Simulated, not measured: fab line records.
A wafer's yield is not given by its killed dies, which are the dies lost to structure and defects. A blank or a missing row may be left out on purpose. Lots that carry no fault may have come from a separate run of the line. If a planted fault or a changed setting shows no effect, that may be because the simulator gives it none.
What tool caused it? | flow gf180mcu | 18 wafers from 6 lots sampled at 2 of the route's 602 steps

## WHAT EACH GAUGE READ, for each wafer
GF_NSD_CD_MEAS_07 targets a cd of 400 nm.
lot  | measured     | on        | cd nm (nm)
L636 | day 13 18:11 | cd sem-02 | 397.7 398.1 400.3
L640 | day 15 02:45 | cd sem-01 | 400.6 399.0 399.3
L642 | day 15 21:02 | cd sem-01 | 400.6 400.9 402.3
L645 | day 16 19:14 | cd sem-02 | - - -
L655 | day 20 07:05 | cd sem-02 | 403.6 403.5 401.7
L657 | day 20 23:17 | cd sem-02 | 399.4 397.0 399.5

## TOOL THAT RAN EACH LOT (tool first, then ch and the chambers of the sampled wafers, then the start)
lot  | GF_NSD_EXPOSE_04
L636 | iline stepper-02 ch 0, day 13 07:40
L640 | iline stepper-02 ch 0, day 14 16:15
L642 | iline stepper-02 ch 0, day 15 10:29
L645 | iline stepper-01 ch 0, day 16 08:17
L655 | iline stepper-02 ch 0, day 19 19:20
L657 | iline stepper-01 ch 0, day 20 11:11
- GF_NSD_EXPOSE_04: exposes mask Nplus, target cd 400 nm.

## THE ANSWER, worked out from the rows above alone
Rule: the usual values come from the lots themselves. The widest of any qualifying gaps counts: lots, ordered by their means at a reading, are off when they make up no more than a third of the lots, leave a main group of 4 or more, and stand apart from it by 3 or more times the standard deviation of that group's means. A main group whose means are all the same, to the digits that the tables above print for the reading, isn't used. Also off: a lot with no number at a reading for which 4 or more lots have one. Where the step has rows for the other lots, those lots are counted as sound.
Off: L645 (GF_NSD_CD_MEAS_07, cd nm). Without a number there: L645. Mean 400.2 nm and standard deviation 1.7 in the main group.
If a tool, at a process step before that reading, ran all the lots that are off and no sound lot after the first of them, it fits. Gauges at GF_NSD_CD_MEAS_07: tried the same way as those tools. None of those tried fits.

## WHAT THE SIMULATOR PUT IN
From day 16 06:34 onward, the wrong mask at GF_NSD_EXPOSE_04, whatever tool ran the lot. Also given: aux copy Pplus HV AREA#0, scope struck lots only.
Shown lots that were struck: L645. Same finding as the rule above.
